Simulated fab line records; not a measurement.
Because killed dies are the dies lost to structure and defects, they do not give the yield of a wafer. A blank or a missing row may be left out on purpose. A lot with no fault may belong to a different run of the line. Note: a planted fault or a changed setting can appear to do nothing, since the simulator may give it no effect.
Matching of chambers    flow sky130    cmp-01 running SKY_VIA1_CMP_02: 4 sister chambers
The step polishes SiO2. 8 wafers are shown with their chamber, then 9 later ones without.

WAFERS, EACH WITH ITS CHAMBER
wafer   chamber  motor_current_A (A)
L649.6  3        13.3
L650.1  2        12.2
L652.3  3        13.3
L654.4  0        10.2
L654.5  1        11.5
L656.1  2        12.5
L656.2  1        11.5
L656.3  0        10.3

WAFERS WITHOUT THEIR CHAMBER
wafer   motor_current_A (A)
L657.1  11.7
L657.3  11.9
L657.6  11.3
L659.1  13.4
L659.5  11.7
L659.6  11.5
L660.2  11.8
L660.4  10.0
L660.5  11.9

EACH ONE'S CHAMBER
wafer    from the rows above       in truth
L657.1   1                         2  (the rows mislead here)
L657.3   can't be placed: 1 or 2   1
L657.6   1                         1
L659.1   3                         3
L659.5   1                         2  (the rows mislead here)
L659.6   1                         1
L660.2   1                         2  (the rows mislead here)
L660.4   0                         0
L660.5   can't be placed: 1 or 2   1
Correct placement for 4 of the 9. Can't be placed from these rows: 2 (the true chamber is among the candidates in 2). Wrongly placed: 3.
How it was worked out, from the rows above alone: a wafer's distance from a chamber is the root of the sum, over the readings, of the square of ((its reading less the chamber's mean) divided by the reading's scatter). The wafer belongs to the nearest chamber; if the next one is less than 2 further off, it can't be placed. The mean given for a chamber averages the wafers shown for that chamber. How the scatter is found: for the shown wafers, subtract from each reading the mean of its chamber, square and add these, divide the total by (wafers less chambers), then take the root.
